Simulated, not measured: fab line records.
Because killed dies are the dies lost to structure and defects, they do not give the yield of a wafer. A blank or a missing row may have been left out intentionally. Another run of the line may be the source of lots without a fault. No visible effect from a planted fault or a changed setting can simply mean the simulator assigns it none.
8D (eight disciplines) problem report, filled in by code :: flow sky130 :: the parts of the form that need people (team, actions taken, sign-off) are left out

## 1. THE PROBLEM
killed at other at SKY_PAD_OPEN_PROBE_99 reads a mean of 59.4 on 9 wafers of 3 lots; wafers without a fault read 0.3 with a standard deviation of 0.57. That is +99 or more standard deviations from the usual mean.
First seen on wafer L515.1, day 48 17:48, on prober-02. Wafers with a number at this step in the record: 36, from 12 lots. Rule for "out", or "out of limits": more than 4 standard deviations from the usual mean. Any other wafer with a number is counted as sound.

## 2. WHAT THIS IS AND IS NOT
question: which readings at this step
is: killed at other, sort_bin_3_pad_short
is not: killed_at_M0_to_M3, killed_at_M4_up, killed at contacts, killed short, sort_bin_6_memory

question: which lots
is: L515, L517, L518
is not: L503, L504, L506, L507, L509, L510, L511, L523, L524

question: which wafers of those lots
is: all that have a number
is not: -

question: read on which tools
is: prober-01, prober-02
is not: -

question: when
is: from day 48 17:48
is not: up to then (21 sound wafers); but 6 sound wafers of L523, L524 came after

## 3. WHAT RULES OUT EACH SUSPECT
Counting: any tool at a process step up to the reading is kept as a suspect provided that every lot that is out went through it and no sound lot did after the first of them.
- rie metal-01 at SKY_CAP2M_METAL_ETCH_13 (etches TiN in Cl2/BCl3, stops on SiO2, target depth 220 nm, time 62.9 s): kept. It ran every lot that is out, first L515 (day 44 04:31), and no sound lot after that; its last sound lot up to then is L511 (day 43 05:13).
After counting, what remains is rie metal-01 at SKY_CAP2M_METAL_ETCH_13.

## 4. THE CAUSE (what the simulator had put in)
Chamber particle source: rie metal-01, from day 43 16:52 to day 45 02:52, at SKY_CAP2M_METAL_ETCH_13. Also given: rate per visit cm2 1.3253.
The count eliminated every tool but this one.

## 5. THE EFFECT CHAIN, in route order
Rows list readings where the struck wafers' mean (over those with a number) sits beyond 3 standard deviations from the usual. Readings are gone through only where the record gives a usual standard deviation; hours: the median, over the lots, of the time from a lot's start at the first step in this table giving one to that lot's start at this step; sigmas: the change measured in usual standard deviations.
hours: 0
step: SKY_PAD_OPEN_PROBE_99
reading: defect limited yield
usual: 82.4 %
on struck wafers: 71.2
change: -11.2
sigmas: -5.1

hours: 0
step: SKY_PAD_OPEN_PROBE_99
reading: killed at other
usual: 0.3
on struck wafers: 59.4
change: +59.1
sigmas: +99 or more

hours: 0
step: SKY_PAD_OPEN_PROBE_99
reading: killed dies
usual: 87
on struck wafers: 141
change: +54
sigmas: +4.9

hours: 0
step: SKY_PAD_OPEN_PROBE_99
reading: sort_bin_3_pad_short
usual: 0.8 %
on struck wafers: 3.4
change: +2.6
sigmas: +6.6

hours: 0
step: SKY_PAD_OPEN_PROBE_99
reading: sort_bin_5_function
usual: 10.5 %
on struck wafers: 18.5
change: +8.0
sigmas: +5.0

hours: 0
step: SKY_PAD_OPEN_PROBE_99
reading: sort n pass
usual: 405
on struck wafers: 351
change: -54
sigmas: -4.9

hours: 0
step: SKY_PAD_OPEN_PROBE_99
reading: sort yield pct
usual: 82.4 %
on struck wafers: 71.2
change: -11.2
sigmas: -5.1
Its process steps:
- SKY_PAD_OPEN_PROBE_99

## 6. WHAT WOULD HAVE CAUGHT IT SOONER
First out-of-limits reading in this record: day 48 17:48, which is 121 hours after fault onset at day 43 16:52.
Tool readings at SKY_CAP2M_METAL_ETCH_13 with a usual standard deviation given in the record: none out on any struck wafer, hence no alarm at a limit of 4 standard deviations on them.
Lots out: 3; all had begun SKY_CAP2M_METAL_ETCH_13 on rie metal-01 by day 48 17:48. Had the tool been put on hold then, not one of them would have been saved.
